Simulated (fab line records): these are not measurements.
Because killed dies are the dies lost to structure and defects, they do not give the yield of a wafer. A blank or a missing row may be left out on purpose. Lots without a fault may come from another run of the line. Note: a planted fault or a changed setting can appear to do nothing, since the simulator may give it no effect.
Matching of chambers | flow gf180mcu | GF_V2_CMP_04 on cmp-01: 4 sister chambers
The step polishes SiO2. 8 wafers are shown with their chamber, then 10 later ones without.

## WAFERS PAIRED WITH THEIR CHAMBERS
wafer  | chamber | motor-current-A (A) | time-to-endpoint-s (s)
L512.6 | 1       | 9.4                 | 90
L513.5 | 0       | 12.7                | 80
L513.6 | 3       | 14.1                | 86
L525.2 | 3       | 13.9                | 77
L525.3 | 1       | 9.9                 | 83
L525.5 | 2       | 10.4                | 83
L528.1 | 0       | 12.8                | 73
L528.5 | 2       | 11.3                | 79

## WAFERS WHOSE CHAMBER IS MISSING
wafer  | motor-current-A (A) | time-to-endpoint-s (s)
L528.6 | 9.8                 | 86
L527.1 | 12.5                | 75
L527.3 | 13.8                | 75
L527.4 | 11.2                | 72
L531.1 | 11.5                | 72
L531.3 | 9.7                 | 84
L531.5 | 12.7                | 84
L532.3 | 12.1                | 70
L532.4 | 10.2                | 79
L532.6 | 13.2                | 79

## EACH ONE'S CHAMBER
wafer  | from the rows above     | in truth
L528.6 | 1                       | 1
L527.1 | 0                       | 0
L527.3 | can't be placed: 3 or 0 | 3
L527.4 | 2                       | 2
L531.1 | can't be placed: 2 or 0 | 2
L531.3 | 1                       | 1
L531.5 | 0                       | 0
L532.3 | can't be placed: 0 or 2 | 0
L532.4 | can't be placed: 2 or 1 | 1
L532.6 | can't be placed: 0 or 3 | 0
Correct placement for 5 of the 10. Cannot be placed on the basis of these rows: 5; the candidates contain the true chamber in 5. Placed wrongly: 0.
How it was worked out, from the rows above alone: a wafer's distance from a chamber is the root of the sum, over the readings, of the square of ((its reading less the chamber's mean) divided by the reading's scatter). If the next closest chamber is less than 2 further off than the closest, the wafer can't be placed; otherwise it belongs to the closest. Each chamber's mean is taken over the wafers shown for it. How the scatter is found: for the shown wafers, subtract from each reading the mean of its chamber, square and add these, divide the total by (wafers less chambers), then take the root.
